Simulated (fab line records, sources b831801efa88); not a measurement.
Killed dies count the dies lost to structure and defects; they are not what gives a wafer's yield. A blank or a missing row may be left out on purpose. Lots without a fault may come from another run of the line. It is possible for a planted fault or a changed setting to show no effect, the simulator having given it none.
Check for tools in common -- flow gf180mcu -- Sampled: 12 lots, 36 wafers

## WHAT PROMPTED THE OPENING
Of 12 lots, 2 have the reading NWELL_RS flagged at GF_VT_IMPLANT_RS_MEAS_47. Fault-free wafers read 487.8 ohm/sq, with a standard deviation of 1.4.
Rule: a lot is flagged in two cases, either no wafer of it has a number, or all its wafers with numbers fall more than 4 standard deviations from that mean. The rest of the lots are taken to be sound.

lot,measured,on,"NWELL_RS (ohm/sq), wafer by wafer",flag
L315,day 7 20:19,filmMetro-04,487.3 486.7 486.4,
L316,day 8 03:05,filmMetro-03,486.5 485.9 486.6,
L317,day 8 11:20,filmMetro-04,487.9 487.6 487.3,
L318,day 8 16:16,filmMetro-03,485.9 487.6 486.5,
L321,day 9 14:51,filmMetro-03,487.8 488.9 488.6,
L322,day 9 17:39,filmMetro-01,487.2 488.6 487.2,
L323,day 10 04:40,filmMetro-01,501.0 498.8 499.6,FLAGGED
L324,day 10 09:56,filmMetro-03,496.5 496.8 495.7,FLAGGED
L327,day 11 05:40,filmMetro-03,487.1 487.7 486.6,
L328,day 11 09:46,filmMetro-03,489.7 490.2 489.9,
L332,day 12 15:58,filmMetro-04,488.8 490.5 490.0,
L337,day 13 23:18,filmMetro-04,489.1 488.8 490.5,
On average the flagged lots' numbers are 498.1 ohm/sq, which is +10.3 ohm/sq against the usual, or +7 standard deviations.

## EACH LOT AND THE TOOL IT RAN ON
The record keeps 1 process step preceding the reading, out of 602 steps on the route. Read each cell as the tool, then ch plus the chambers that the sampled wafers visited, then the start.
lot,flag,GF_NWELL_IMPLANT_09
L315,,"implanter-03 ch 0, day 3 13:02"
L316,,"implanter-03 ch 0, day 3 17:36"
L317,,"implanter-01 ch 0, day 4 00:34"
L318,,"implanter-01 ch 0, day 4 05:23"
L321,,"implanter-02 ch 0, day 4 22:46"
L322,,"implanter-02 ch 0, day 5 01:59"
L323,FLAGGED,"implanter-01 ch 0, day 5 11:13"
L324,FLAGGED,"implanter-01 ch 0, day 5 15:07"
L327,,"implanter-02 ch 0, day 6 07:16"
L328,,"implanter-03 ch 0, day 6 11:25"
L332,,"implanter-02 ch 0, day 7 10:28"
L337,,"implanter-01 ch 0, day 8 13:04"
What these steps do:
- GF_NWELL_IMPLANT_09
- GF_VT_IMPLANT_RS_MEAS_47: measures by four-point-probe.

## FLAGGED AGAINST TOTAL, ONE TOOL AT A TIME (gauges that did the reading follow at the end)
step,tool,lots run,flagged,share of the flagged lots,sound lots run after its first flagged lot
GF_NWELL_IMPLANT_09,implanter-01,5,2,all,1 (L337)
GF_NWELL_IMPLANT_09,implanter-02,4,0,none,-
GF_NWELL_IMPLANT_09,implanter-03,3,0,none,-
GF_VT_IMPLANT_RS_MEAS_47,filmMetro-01,2,1,some,0
GF_VT_IMPLANT_RS_MEAS_47,filmMetro-03,6,1,some,"2 (L327,L328)"
GF_VT_IMPLANT_RS_MEAS_47,filmMetro-04,4,0,none,-

## WHAT THE TABLE ALLOWS
All flagged lots share 1 row of the table, namely implanter-01 at GF_NWELL_IMPLANT_09.
- implanter-01 at GF_NWELL_IMPLANT_09 ran 5 lots, 2 of them flagged. Sound lots followed the first flagged one (L337) on it, something a lasting fault affecting the whole tool could not allow. Its own readings lie more than 4 standard deviations out on every wafer of the flagged lots: doseIonsCm2, faradayCurrentUA.
Not one row of the table ran every flagged lot while running no sound lot after the first.

## WHAT THE SIMULATOR HAD PUT IN
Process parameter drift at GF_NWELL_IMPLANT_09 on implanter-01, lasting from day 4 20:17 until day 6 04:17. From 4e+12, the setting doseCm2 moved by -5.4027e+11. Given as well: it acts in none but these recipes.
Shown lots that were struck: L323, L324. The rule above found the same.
